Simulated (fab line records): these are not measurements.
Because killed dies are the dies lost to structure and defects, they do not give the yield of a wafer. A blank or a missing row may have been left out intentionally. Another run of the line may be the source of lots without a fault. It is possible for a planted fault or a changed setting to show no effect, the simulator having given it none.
Which of the tools did it? | flow sky130 | Sampling: 12 lots, 36 wafers, 3 of 708 route steps

== WHAT EACH GAUGE READ, for each wafer ==
SKY_VIA4_THK_MEAS_20: measures by xrf. Usual: VIA4_W_THK gives 511 nm (standard deviation 6.2).
lot  | measured     | on            | VIA4_W_THK (nm) | flag
L814 | day 42 11:44 | film_metro-03 | 500 506 504     |
L815 | day 43 06:35 | film_metro-01 | 512 503 508     |
L816 | day 43 07:17 | film_metro-02 | 506 519 515     |
L817 | day 43 10:11 | film_metro-01 | 516 521 511     |
L818 | day 43 16:31 | film_metro-01 | 510 513 517     |
L819 | day 44 05:30 | film_metro-02 | 501 498 504     |
L820 | day 44 15:58 | film_metro-01 | 513 516 508     |
L821 | day 44 22:34 | film_metro-01 | 519 518 522     |
L827 | day 46 10:17 | film_metro-02 | 515 512 520     |
L828 | day 46 17:27 | film_metro-01 | 508 520 504     |
L829 | day 46 15:35 | film_metro-03 | 515 514 511     |
L833 | day 47 16:26 | film_metro-03 | 517 521 512     |

== EACH LOT AND THE TOOL THAT RAN IT (in order: tool; ch and the chambers of the sampled wafers; start) ==
lot  | SKY_RES_PROTECT_STRIP_07             | SKY_CAP2M_STRIP_14
L814 | plasma_asher-03 ch 0,1, day 14 17:10 | plasma_asher-01 ch 0,1, day 40 08:31
L815 | plasma_asher-03 ch 0,1, day 15 09:59 | plasma_asher-01 ch 0,1, day 41 04:40
L816 | plasma_asher-01 ch 0,1, day 15 13:28 | plasma_asher-04 ch 0,1, day 41 05:40
L817 | plasma_asher-02 ch 0,1, day 15 21:16 | plasma_asher-02 ch 0,1, day 41 08:38
L818 | plasma_asher-02 ch 0,1, day 16 06:58 | plasma_asher-01 ch 0,1, day 41 14:41
L819 | plasma_asher-02 ch 0,1, day 16 20:16 | plasma_asher-04 ch 0,1, day 42 04:39
L820 | plasma_asher-03 ch 0,1, day 17 06:49 | plasma_asher-02 ch 1, day 42 15:40
L821 | plasma_asher-03 ch 0,1, day 17 14:23 | plasma_asher-02 ch 0,1, day 42 22:38
L827 | plasma_asher-03 ch 0,1, day 19 23:41 | plasma_asher-01 ch 0,1, day 44 13:04
L828 | plasma_asher-03 ch 0,1, day 20 03:42 | plasma_asher-04 ch 0,1, day 44 20:58
L829 | plasma_asher-03 ch 0,1, day 20 10:48 | plasma_asher-02 ch 0,1, day 44 19:28
L833 | plasma_asher-02 ch 0,1, day 21 19:10 | plasma_asher-01 ch 0,1, day 45 21:38
- SKY_RES_PROTECT_STRIP_07: strips in O2/N2.
- SKY_CAP2M_STRIP_14: strips in O2/N2.

== AS READ BY THE TOOLS THEMSELVES (means over the sampled wafers that have a number; for cases with no such wafer, the mark the record gives instead) ==
SKY_RES_PROTECT_STRIP_07. Usual: drypump_motor_current_A 5.7 A, standard deviation 0.39; o2_flow_sccm 3001 sccm, standard deviation 9; oes_product_au 0.517 a.u., standard deviation 0.005; strip_time_to_endpoint_s 23.30 s, standard deviation 0.04.
lot  | tool            | drypump_motor_current_A (A) | o2_flow_sccm (sccm) | oes_product_au (a.u.) | strip_time_to_endpoint_s (s) | flag
L814 | plasma_asher-03 | 5.7                         | 3012                | 0.519                 | 23.35                        |
L815 | plasma_asher-03 | 5.7                         | 3010                | 0.521                 | 23.30                        |
L816 | plasma_asher-01 | 5.9                         | 2994                | 0.516                 | 23.28                        |
L817 | plasma_asher-02 | 5.5                         | 3002                | 0.518                 | 23.32                        |
L818 | plasma_asher-02 | 5.5                         | 2997                | 0.519                 | 23.33                        |
L819 | plasma_asher-02 | 5.6                         | 3002                | 0.520                 | 23.27                        |
L820 | plasma_asher-03 | 5.6                         | 3006                | 0.517                 | 23.32                        |
L821 | plasma_asher-03 | 5.7                         | 3004                | 0.518                 | 23.29                        |
L827 | plasma_asher-03 | 5.7                         | 2999                | 0.513                 | 23.40                        |
L828 | plasma_asher-03 | 5.7                         | 3004                | 0.516                 | 23.24                        |
L829 | plasma_asher-03 | 6.0                         | 3003                | 0.515                 | 23.26                        |
L833 | plasma_asher-02 | 5.6                         | 2990                | 0.516                 | 23.32                        |

SKY_CAP2M_STRIP_14. Usual: drypump_motor_current_A 5.9 A, standard deviation 0.39; o2_flow_sccm 2861 sccm, standard deviation 9.4; oes_product_au 0.709 a.u., standard deviation 0.0042; strip_time_to_endpoint_s 12.70 s, standard deviation 0.045.
lot  | tool            | drypump_motor_current_A (A) | o2_flow_sccm (sccm) | oes_product_au (a.u.) | strip_time_to_endpoint_s (s) | flag
L814 | plasma_asher-01 | 5.8                         | 2864                | 0.707                 | 12.62                        |
L815 | plasma_asher-01 | 5.8                         | 2858                | 0.709                 | 12.69                        |
L816 | plasma_asher-04 | 6.5                         | 2872                | 0.707                 | 12.76                        |
L817 | plasma_asher-02 | 5.6                         | 2859                | 0.711                 | 12.64                        |
L818 | plasma_asher-01 | 5.8                         | 2851                | 0.708                 | 12.76                        |
L819 | plasma_asher-04 | 6.4                         | 2856                | 0.709                 | 12.71                        |
L820 | plasma_asher-02 | 5.6                         | 2865                | 0.707                 | 12.71                        |
L821 | plasma_asher-02 | 5.6                         | 2850                | 0.707                 | 12.68                        |
L827 | plasma_asher-01 | 5.9                         | 2865                | 0.711                 | 12.69                        |
L828 | plasma_asher-04 | 6.4                         | 2860                | 0.710                 | 12.71                        |
L829 | plasma_asher-02 | 5.5                         | 2854                | 0.706                 | 12.74                        |
L833 | plasma_asher-01 | 5.8                         | 2869                | 0.709                 | 12.65                        |

== THE ANSWER, worked out from the rows above alone ==
Rule: a lot is off if the mean of its wafers that have a number lies more than 3 standard deviations from the usual mean. A lot without any number at a reading at which 4 lots or more have one is off too. Where the step has rows for the other lots, those lots are counted as sound. Order of review: gauges by route order, followed by the tools' own readings, for which a lot's mean as printed above is used. The first step at which some lot is off is used, and at that step the reading that is off furthest; a lot without a number counts as furthest.
None of the lots is off at any reading shown; this tells nothing.

== WHAT THE SIMULATOR PUT IN ==
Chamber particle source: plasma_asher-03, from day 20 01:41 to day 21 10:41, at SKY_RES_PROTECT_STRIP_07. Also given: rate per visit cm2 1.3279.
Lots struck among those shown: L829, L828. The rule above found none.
